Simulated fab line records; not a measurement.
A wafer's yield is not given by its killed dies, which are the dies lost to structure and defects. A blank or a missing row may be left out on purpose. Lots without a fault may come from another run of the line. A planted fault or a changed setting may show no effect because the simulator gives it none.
Struck lot and sound lot, side by side | flow sky130 | 20 out of 708 route steps
Sound: wafers L619.1, L619.2, L619.5. Wafers L622.3, L622.4, L622.5 were the ones struck. The cause comes at the end.
At each step with rows: each side's tool, then ch and its chambers, then its first start. Under that, the readings that differ: sound wafers | struck wafers | difference of the means | sigmas: that difference in standard deviations of wafers without a fault.
alike: a reading whose means differ by less than 2 such deviations, as well as words and numbers matching on both sides. not compared: withheld readings; readings where some wafer has no value; bounds like >300 that might hide an equal value; numbers whose values overlap and for which the record gives no deviation.
Wherever a step has rows on one side only, a row that says differs or no value, or a row with sigmas, the two part there. Numbers that don't overlap but have no deviation are shown without sigmas and don't part them. A reading missing from all wafers of one side parts the sides only when that side holds two or more wafers.

first, 1 step without rows for these wafers: SKY_CONTACT_ETCH_16 (etches BARC in N2/H2, stops on SiO2, time 45.9 s, target depth 60 nm).
SKY_CONTACT_ETCH_17: etches SiO2 in C4F8/O2/Ar, stops on Si3N4, target depth 340 nm.
  sound on rie_diel-04 ch 0,1,3, day 35 01:52; struck on rie_diel-03 ch 0,1,2, day 35 21:09
  alike: bias_w, oes_product_au
then, 6 steps without rows for these wafers: SKY_CONTACT_ETCH_18 (etches Si3N4 in CHF3/O2, stops on TiN, time 39 s, target depth 75 nm); SKY_CONTACT_STRIP_19 (strips in O2/N2); SKY_CONTACT_STRIP_20 (strips in post etch residue remover, time 1200 s); SKY_CONTACT_CLEAN_21 (cleans in IPA, time 180 s); SKY_CONTACT_CLEAN_22 (cleans in O3/DIW); SKY_CONTACT_SPUTTER_23 (material TiN, target thk 20 nm, time 80 s).
SKY_CONTACT_CVD_24: deposits W, target thk 340 nm, time 102.12 s.
  sound on cvd_w-01 ch 0,1, day 35 02:36; struck on cvd_w-01 ch 0,1, day 35 21:56
  alike: heater_power_w
SKY_CONTACT_RS_MEAS_25: a four-point-probe measurement.
  sound on film_metro-03 at day 35 02:43; struck on film_metro-04 at day 35 22:02
  alike: CONTACT_W_RS
SKY_CONTACT_THK_MEAS_26: measures by xrf.
  sound on film_metro-03 at day 35 02:50; struck on film_metro-04 at day 35 22:08
  alike: CONTACT_W_THK
then, 1 step without rows for these wafers: SKY_CONTACT_CMP_27 (polishes, stops on SiO2, t overpolish 15 s, target thk 0 nm).
SKY_METAL1_SPUTTER_00: material Ti, target thk 15 nm, time 10 s.
  sound on pvd_sputter-01 at day 35 03:11; struck on pvd_sputter-04 at day 35 22:29
  reading                                   | sound            | struck           | difference | sigmas
  model.Ti_of_METAL1_SPUTTER_00.thk_nm (nm) | 15.28 15.3 14.94 | 26.5 26.52 26.23 | +11.2      |
  alike: throttle_valve_pct
SKY_METAL1_SPUTTER_01: material TiN, target thk 20 nm, time 16.7 s.
  sound on pvd_sputter-01 at day 35 03:13; struck on pvd_sputter-04 at day 35 22:30
  alike: throttle_valve_pct
then, 1 step without rows for these wafers: SKY_METAL1_SPUTTER_02 (material AlCu, target thk 250 nm, time 13.3 s).
SKY_METAL1_SPUTTER_03: material Ti, target thk 5 nm, time 3.3 s.
  sound on pvd_sputter-01 at day 35 03:16; struck on pvd_sputter-04 at day 35 22:33
  alike: throttle_valve_pct
SKY_METAL1_SPUTTER_04: material TiN, target thk 70 nm, time 58.3 s.
  sound on pvd_sputter-01 at day 35 03:17; struck on pvd_sputter-04 at day 35 22:34
  alike: throttle_valve_pct
SKY_METAL1_RS_MEAS_05: a four-point-probe measurement.
  sound on film_metro-01 at day 35 03:20; struck on film_metro-03 at day 35 22:57
  alike: METAL1_ALCU_RS
  not compared: hold
SKY_METAL1_THK_MEAS_06: measures by xrf.
  sound on film_metro-01 at day 35 03:27; struck on film_metro-03 at day 36 00:28
  reading | sound | struck                                                                     | difference                   | sigmas
  hold    | - - - | await_dispo/1.4h/release await_dispo/1.4h/release await_dispo/1.4h/release | no value on the sound wafers |
  alike: METAL1_ALCU_THK
-- the record jumps here: 13 days lie between the struck wafers' starts before and after (it left off in module METAL1 and takes up again in module PAD_OPEN, whose first step shown is number 708 of the route) --
SKY_PAD_OPEN_PROBE_99:
  sound on prober-02 at day 48 11:25; struck on prober-01 at day 49 01:21
  alike: defect_limited_yield, killed_at_M0_to_M3, killed_at_M4_up, killed_at_contacts, killed_at_front_end, killed_at_other, killed_dies, killed_open, killed_short, sort_bin_3_pad_short, sort_bin_5_function, sort_bin_6_memory, sort_n_pass, sort_yield_pct

== WHERE THEY PART ==
At SKY_METAL1_THK_MEAS_06 and nowhere else, as far as this record goes. Later steps at which nothing parts them and some readings are alike: SKY_PAD_OPEN_PROBE_99.

WHY: whatever the simulator had introduced
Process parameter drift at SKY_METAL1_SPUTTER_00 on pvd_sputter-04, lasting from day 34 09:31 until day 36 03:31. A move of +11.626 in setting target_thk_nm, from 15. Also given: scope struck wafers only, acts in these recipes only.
